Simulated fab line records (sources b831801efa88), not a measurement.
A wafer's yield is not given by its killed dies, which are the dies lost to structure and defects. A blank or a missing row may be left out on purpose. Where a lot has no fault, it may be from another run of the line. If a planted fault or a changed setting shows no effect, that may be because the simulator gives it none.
Tool commonality check :: flow gf180mcu :: Lots sampled 13, wafers sampled 45

## REASON IT WAS OPENED
Of 13 lots, 2 have the reading TOP_METAL_ALCU_RS flagged at GF_TOP_METAL_RS_MEAS_05. Fault-free wafers read 0.0327 ohm/sq, with a standard deviation of 0.00034.
Rule: a lot gets a flag if all its wafers with a number sit over 4 standard deviations from that mean, or if no wafer of it has a number. The rest of the lots are taken to be sound.

lot: L435
measured: day 27 00:30
on: film metro-03
TOP_METAL_ALCU_RS (ohm/sq), wafer by wafer: 0.0326 0.0323 0.0324
flag: 

lot: L436
measured: day 27 16:50
on: film metro-01
TOP_METAL_ALCU_RS (ohm/sq), wafer by wafer: 0.0327 0.0321 0.0324
flag: 

lot: L437
measured: day 27 18:03
on: film metro-03
TOP_METAL_ALCU_RS (ohm/sq), wafer by wafer: 0.0328 0.0329 0.0330
flag: 

lot: L438
measured: day 28 00:41
on: film metro-02
TOP_METAL_ALCU_RS (ohm/sq), wafer by wafer: 0.0323 0.0328 0.0324
flag: 

lot: L439
measured: day 28 12:18
on: film metro-01
TOP_METAL_ALCU_RS (ohm/sq), wafer by wafer: 0.0330 0.0330 0.0328
flag: 

lot: L440
measured: day 28 23:49
on: film metro-02
TOP_METAL_ALCU_RS (ohm/sq), wafer by wafer: 0.0323 0.0324 0.0318
flag: 

lot: L441
measured: day 29 11:34
on: film metro-02
TOP_METAL_ALCU_RS (ohm/sq), wafer by wafer: 0.0326 0.0327 0.0327
flag: 

lot: L442
measured: day 29 15:16
on: film metro-01
TOP_METAL_ALCU_RS (ohm/sq), wafer by wafer: 0.0332 0.0330 0.0328
flag: 

lot: L443
measured: day 29 15:28
on: film metro-02
TOP_METAL_ALCU_RS (ohm/sq), wafer by wafer: 0.0325 0.0328 0.0329
flag: 

lot: L451
measured: day 31 21:55
on: film metro-02
TOP_METAL_ALCU_RS (ohm/sq), wafer by wafer: 0.0516 0.0525 0.0534 0.0516 0.0525 0.0534
flag: FLAGGED

lot: L452
measured: day 32 04:35
on: film metro-01
TOP_METAL_ALCU_RS (ohm/sq), wafer by wafer: 0.0509 0.0514 0.0517 0.0508 0.0515 0.0517
flag: FLAGGED

lot: L453
measured: day 32 11:09
on: film metro-01
TOP_METAL_ALCU_RS (ohm/sq), wafer by wafer: 0.0324 0.0325 0.0326
flag: 

lot: L457
measured: day 33 07:14
on: film metro-03
TOP_METAL_ALCU_RS (ohm/sq), wafer by wafer: 0.0324 0.0324 0.0323
flag: 
Average over the flagged lots: 0.0519 ohm/sq; offset from the usual +0.0192 ohm/sq, equal to +57 standard deviations.

## EACH LOT AND THE TOOL IT RAN ON
The record holds 2 process steps before the reading, out of a route of 602 steps. Read each cell as the tool, then ch plus the chambers that the sampled wafers visited, then the start.
lot: L435
flag: 
GF_V5_STRIP_18: plasma asher-03 ch 0,1, day 26 23:03
GF_TOP_METAL_SPUTTER_02: pvd sputter-03, day 27 00:22

lot: L436
flag: 
GF_V5_STRIP_18: plasma asher-04 ch 0,1, day 27 15:02
GF_TOP_METAL_SPUTTER_02: pvd sputter-01, day 27 16:43

lot: L437
flag: 
GF_V5_STRIP_18: plasma asher-03 ch 0,1, day 27 16:36
GF_TOP_METAL_SPUTTER_02: pvd sputter-04, day 27 17:58

lot: L438
flag: 
GF_V5_STRIP_18: plasma asher-01 ch 0,1, day 27 23:14
GF_TOP_METAL_SPUTTER_02: pvd sputter-04, day 28 00:35

lot: L439
flag: 
GF_V5_STRIP_18: plasma asher-04 ch 0,1, day 28 10:51
GF_TOP_METAL_SPUTTER_02: pvd sputter-04, day 28 12:13

lot: L440
flag: 
GF_V5_STRIP_18: plasma asher-04 ch 0,1, day 28 22:15
GF_TOP_METAL_SPUTTER_02: pvd sputter-03, day 28 23:41

lot: L441
flag: 
GF_V5_STRIP_18: plasma asher-04 ch 0,1, day 29 09:43
GF_TOP_METAL_SPUTTER_02: pvd sputter-03, day 29 11:29

lot: L442
flag: 
GF_V5_STRIP_18: plasma asher-03 ch 0,1, day 29 13:24
GF_TOP_METAL_SPUTTER_02: pvd sputter-03, day 29 15:08

lot: L443
flag: 
GF_V5_STRIP_18: plasma asher-01 ch 0,1, day 29 13:54
GF_TOP_METAL_SPUTTER_02: pvd sputter-01, day 29 15:23

lot: L451
flag: FLAGGED
GF_V5_STRIP_18: plasma asher-03 ch 0,1, day 31 20:28
GF_TOP_METAL_SPUTTER_02: pvd sputter-04, day 31 21:49

lot: L452
flag: FLAGGED
GF_V5_STRIP_18: plasma asher-04 ch 0, day 32 03:06
GF_TOP_METAL_SPUTTER_02: pvd sputter-04, day 32 04:28

lot: L453
flag: 
GF_V5_STRIP_18: plasma asher-01 ch 0,1, day 32 09:42
GF_TOP_METAL_SPUTTER_02: pvd sputter-03, day 32 11:04

lot: L457
flag: 
GF_V5_STRIP_18: plasma asher-01 ch 1, day 33 05:46
GF_TOP_METAL_SPUTTER_02: pvd sputter-01, day 33 07:07
What the steps here do:
- GF_V5_STRIP_18: strips in O2/N2.
- GF_TOP_METAL_SPUTTER_02: material AlCu, target thk 900 nm, time 47.82 s.
- GF_TOP_METAL_RS_MEAS_05: measures by four-point-probe.

## FLAGGED OVER TOTAL, TOOL BY TOOL (the gauges that took the reading come last)
step: GF_V5_STRIP_18
tool: plasma asher-01
lots run: 4
flagged: 0
share of the flagged lots: none
sound lots run after its first flagged lot: -

step: GF_V5_STRIP_18
tool: plasma asher-03
lots run: 4
flagged: 1
share of the flagged lots: some
sound lots run after its first flagged lot: 0

step: GF_V5_STRIP_18
tool: plasma asher-04
lots run: 5
flagged: 1
share of the flagged lots: some
sound lots run after its first flagged lot: 0

step: GF_TOP_METAL_SPUTTER_02
tool: pvd sputter-01
lots run: 3
flagged: 0
share of the flagged lots: none
sound lots run after its first flagged lot: -

step: GF_TOP_METAL_SPUTTER_02
tool: pvd sputter-03
lots run: 5
flagged: 0
share of the flagged lots: none
sound lots run after its first flagged lot: -

step: GF_TOP_METAL_SPUTTER_02
tool: pvd sputter-04
lots run: 5
flagged: 2
share of the flagged lots: all
sound lots run after its first flagged lot: 0

step: GF_TOP_METAL_RS_MEAS_05
tool: film metro-01
lots run: 5
flagged: 1
share of the flagged lots: some
sound lots run after its first flagged lot: 1 (L453)

step: GF_TOP_METAL_RS_MEAS_05
tool: film metro-02
lots run: 5
flagged: 1
share of the flagged lots: some
sound lots run after its first flagged lot: 0

step: GF_TOP_METAL_RS_MEAS_05
tool: film metro-03
lots run: 3
flagged: 0
share of the flagged lots: none
sound lots run after its first flagged lot: -

## WHAT THE TABLE PERMITS
In the table, 1 row covers all flagged lots: pvd sputter-04 at GF_TOP_METAL_SPUTTER_02.
- pvd sputter-04 at GF_TOP_METAL_SPUTTER_02 ran 5 lots, 2 of them flagged. Last sound lot L439 at day 28 12:13, first flagged lot L451 at day 31 21:49; a fault beginning in between fits.
Left over: one tool, pvd sputter-04 at GF_TOP_METAL_SPUTTER_02.

## WHAT HAD BEEN PUT IN BY THE SIMULATOR
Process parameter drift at GF_TOP_METAL_SPUTTER_02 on pvd sputter-04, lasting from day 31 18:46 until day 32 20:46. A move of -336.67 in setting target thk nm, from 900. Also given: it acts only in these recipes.
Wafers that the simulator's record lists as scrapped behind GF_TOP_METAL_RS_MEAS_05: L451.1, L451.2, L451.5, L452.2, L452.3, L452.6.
Struck lots among those shown: L451, L452. Same finding as the rule above.
